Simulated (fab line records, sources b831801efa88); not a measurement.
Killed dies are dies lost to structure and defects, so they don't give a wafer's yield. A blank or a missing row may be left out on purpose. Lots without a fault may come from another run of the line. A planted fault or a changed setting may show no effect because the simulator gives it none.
A struck lot beside a sound one | flow sky130 | 17 steps out of a route of 708
Sound: wafers L534.3, L534.4, L534.6. Struck: wafers L533.1, L533.3, L533.4. The cause comes at the end.
At each step with rows: each side's tool, then ch and its chambers, then its first start. Under that, the readings that differ: sound wafers | struck wafers | difference of the means | sigmas: that difference in standard deviations of wafers without a fault.
alike: readings whose means differ by less than 2 such deviations, and words and numbers that are the same on both sides. not compared: withheld readings, readings that some wafer has no value for, bounds like >300 that may hide the same value, and numbers for which the record gives no deviation and whose values overlap.
The two part at a step that has a row with sigmas, a row that says differs or no value, or rows on one side only. Numbers that don't overlap but have no deviation are shown without sigmas and don't part them. A reading that every wafer of one side lacks parts them only if that side has two wafers or more.

first, 5 steps without rows for these wafers: SKY_VIA4_COAT_06 (resist thk 1140 nm); SKY_VIA4_SOFTBAKE_07 (time 60 s); SKY_VIA4_EXPOSE_08 (exposes mask VIM4, target cd 800 nm); SKY_VIA4_PEB_09; SKY_VIA4_DEVELOP_10 (develop time 60 s).
SKY_VIA4_OVL_MEAS_11:
  sound on overlay-01, day 48 09:41; struck on overlay-01, day 48 01:41
  alike: VIA4_OVL
SKY_VIA4_ETCH_12: etches SiO2 in C4F8/O2/Ar, stops on TiN, target depth 580 nm.
  sound on rie_diel-03 ch 0,2,3, day 48 09:43; struck on rie_diel-01 ch 0,2,3, day 48 01:43
  alike: oes_product_au
SKY_VIA4_STRIP_13: strips in O2/N2.
  sound on plasma_asher-04 ch 0,1, day 48 09:49; struck on plasma_asher-01 ch 0,1, day 48 01:47
  alike: drypump_motor_current_A, n2_flow_sccm, oes_product_au, strip_time_to_endpoint_s
  not compared: rf_hours_counter_h
then, 3 steps without rows for these wafers: SKY_VIA4_STRIP_14 (strips in post etch residue remover, time 1200 s); SKY_VIA4_CLEAN_15 (cleans in IPA, time 180 s); SKY_VIA4_CLEAN_16 (cleans in O3/DIW).
SKY_VIA4_SPUTTER_17: material TiN, target thk 20 nm, time 80 s.
  sound on pvd_sputter-01, day 48 10:47; struck on pvd_sputter-01, day 48 02:28
  alike: throttle_valve_pct
SKY_VIA4_CVD_18: deposits W, target thk 505 nm, time 152.14 s.
  sound on cvd_w-02 ch 0,1, day 48 10:53; struck on cvd_w-01 ch 0,1, day 48 02:32
  reading                            | sound                | struck               | difference | sigmas
  susceptor_temp_C (C)               | 399.98 400.13 400.13 | 402.38 402.37 402.17 | +2.23      | +10
  model.W_of_VIA4_CVD_18.thk_nm (nm) | 496.6 496.2 500.3    | 523.4 532.1 520.8    | +27.7      |
  alike: heater_power_w
SKY_VIA4_RS_MEAS_19: measures by four-point-probe.
  sound on film_metro-03, day 48 11:02; struck on film_metro-01, day 48 02:41
  reading            | sound                | struck               | difference | sigmas
  VIA4_W_RS (ohm/sq) | 0.2300 0.2302 0.2281 | 0.2191 0.2148 0.2193 | -0.0117    | -5
SKY_VIA4_THK_MEAS_20: measures by xrf.
  sound on film_metro-03, day 48 11:08; struck on film_metro-01, day 48 02:49
  reading         | sound       | struck      | difference | sigmas
  VIA4_W_THK (nm) | 498 498 499 | 538 546 531 | +40        | +5
SKY_VIA4_CMP_21: polishes, stops on SiO2, t overpolish 25 s, target thk 0 nm.
  sound on cmp-02 ch 0,1,2, day 48 11:16; struck on cmp-02 ch 0,1,3, day 48 02:52
  reading                | sound       | struck      | difference | sigmas
  time_to_endpoint_s (s) | 119 116 118 | 130 127 131 | +12        | +3
  alike: motor_current_A, overpolish_run_s, platen_rpm, slurry_flow_ml_min
-- the record jumps here: 2 days lie between the struck wafers' starts before and after (it left off in module VIA4 and takes up again in module PAD_OPEN, whose first step shown is number 708 of the route) --
SKY_PAD_OPEN_PROBE_99:
  sound on prober-02, day 50 17:02; struck on prober-02, day 50 11:54
  alike: defect_limited_yield, killed_at_M0_to_M3, killed_at_M4_up, killed_at_contacts, killed_at_front_end, killed_at_other, killed_dies, killed_on_rim, killed_open, killed_short, sort_bin_3_pad_short, sort_bin_5_function, sort_bin_6_memory, sort_n_pass, sort_yield_pct

WHERE THEY PART
First at SKY_VIA4_CVD_18; last, within this record, at SKY_VIA4_CMP_21. Later steps at which nothing parts them and some readings are alike: SKY_PAD_OPEN_PROBE_99.

WHY: what the simulator had put in
Process parameter drift: cvd_w-01, from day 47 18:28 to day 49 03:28, at SKY_VIA4_CVD_18. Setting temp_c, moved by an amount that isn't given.
